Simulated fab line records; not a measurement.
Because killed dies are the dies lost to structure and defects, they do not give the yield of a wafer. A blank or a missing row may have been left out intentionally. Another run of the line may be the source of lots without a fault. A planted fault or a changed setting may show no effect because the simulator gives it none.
Comparing a struck lot with a sound one :: flow sky130 :: 15 steps out of a route of 708
Sound: wafers L604.2, L604.4, L604.6. Struck: wafers L598.4, L598.5, L598.6. Last of all comes the cause.
Each step with rows lists, per side, the tool, then ch with its chambers, then its first start. Under that, the readings that differ: sound wafers :: struck wafers :: difference of the means :: sigmas: that difference in standard deviations of wafers without a fault.
alike: same words and numbers on both sides, and readings whose means sit less than 2 such deviations apart. not compared: any withheld reading, any reading some wafer has no value for, any bound like >300 that may hide the same value, and any number with overlapping values for which the record gives no deviation.
A row with sigmas, a row that says differs or no value, or rows on one side alone: a step with any of these is where the two part. When numbers do not overlap yet have no deviation, they are printed without sigmas and do not part them. Lack of a reading on every wafer of one side parts them only where that side has two or more wafers.

first, 1 step without rows for these wafers: SKY_SONOS_ONO_CVD_04 (deposits SiO2 from SiH4/N2O, target thk 5.7199 nm).
SKY_SONOS_ONO_THK_MEAS_05:
  sound on film_metro-02 at day 16 08:34; struck on film_metro-02 at day 14 16:40
  alike: SONOS_ONO_CVD_04_THK
then, 7 steps without rows for these wafers: SKY_SONOS_ONO_DEHYDRATE_06 (time 60 s); SKY_SONOS_ONO_HMDS_07 (prime time 60 s); SKY_SONOS_ONO_COAT_08 (resist thk 1140 nm); SKY_SONOS_ONO_SOFTBAKE_09 (time 60 s); SKY_SONOS_ONO_EXPOSE_10 (exposes mask ONOM, target cd 410 nm); SKY_SONOS_ONO_PEB_11; SKY_SONOS_ONO_DEVELOP_12 (develop time 60 s).
SKY_SONOS_ONO_CD_MEAS_13 targets a cd of 410 nm.
  sound on cd_sem-01 at day 17 13:02; struck on cd_sem-02 at day 15 19:44
  alike: cd_nm
SKY_SONOS_ONO_OVL_MEAS_14:
  sound on overlay-02 at day 17 13:08; struck on overlay-02 at day 15 19:48
  alike: SONOS_ONO_OVL
SKY_SONOS_ONO_ETCH_15: etches the open film in CHF3/O2, target depth 19.52 nm, time 7.8 s.
  sound on rie_diel-04 ch 0,1, day 17 13:10; struck on rie_diel-02 ch 0,1, day 15 19:49
reading: throttle_valve_pct (%)
sound: 8.810 8.796 8.826
struck: 8.821 8.827 8.854
difference: +0.023
sigmas: +2
  alike: O2_flow_sccm, bias_w, drypump_motor_current_A, oes_product_au
  not compared: rf_hours_counter_h
SKY_SONOS_ONO_WET_ETCH_16: etches SiO2 in dHF, target depth 14 nm, time 280 s.
  sound on wet_bench-03 ch 2, day 17 13:11; struck on wet_bench-04 ch 1, day 15 19:50
reading: temp_c (C)
sound: 24.95 24.96 25.01
struck: 23.75 24.05 24.00
difference: -1.04
sigmas: -9
SKY_SONOS_ONO_STRIP_17: strips in O2/N2.
  sound on plasma_asher-02 ch 1, day 17 13:17; struck on plasma_asher-02 ch 0,1, day 15 19:58
  alike: drypump_motor_current_A, oes_product_au, strip_time_to_endpoint_s
  not compared: rf_hours_counter_h
SKY_PAD_OPEN_PROBE_99:
  rows exist in the record for the sound wafers here (prober-02, day 49 06:05), none for the struck ones

WHERE THEY PART
First at SKY_SONOS_ONO_ETCH_15; last, within this record, at SKY_PAD_OPEN_PROBE_99.

WHY: what had been put in by the simulator
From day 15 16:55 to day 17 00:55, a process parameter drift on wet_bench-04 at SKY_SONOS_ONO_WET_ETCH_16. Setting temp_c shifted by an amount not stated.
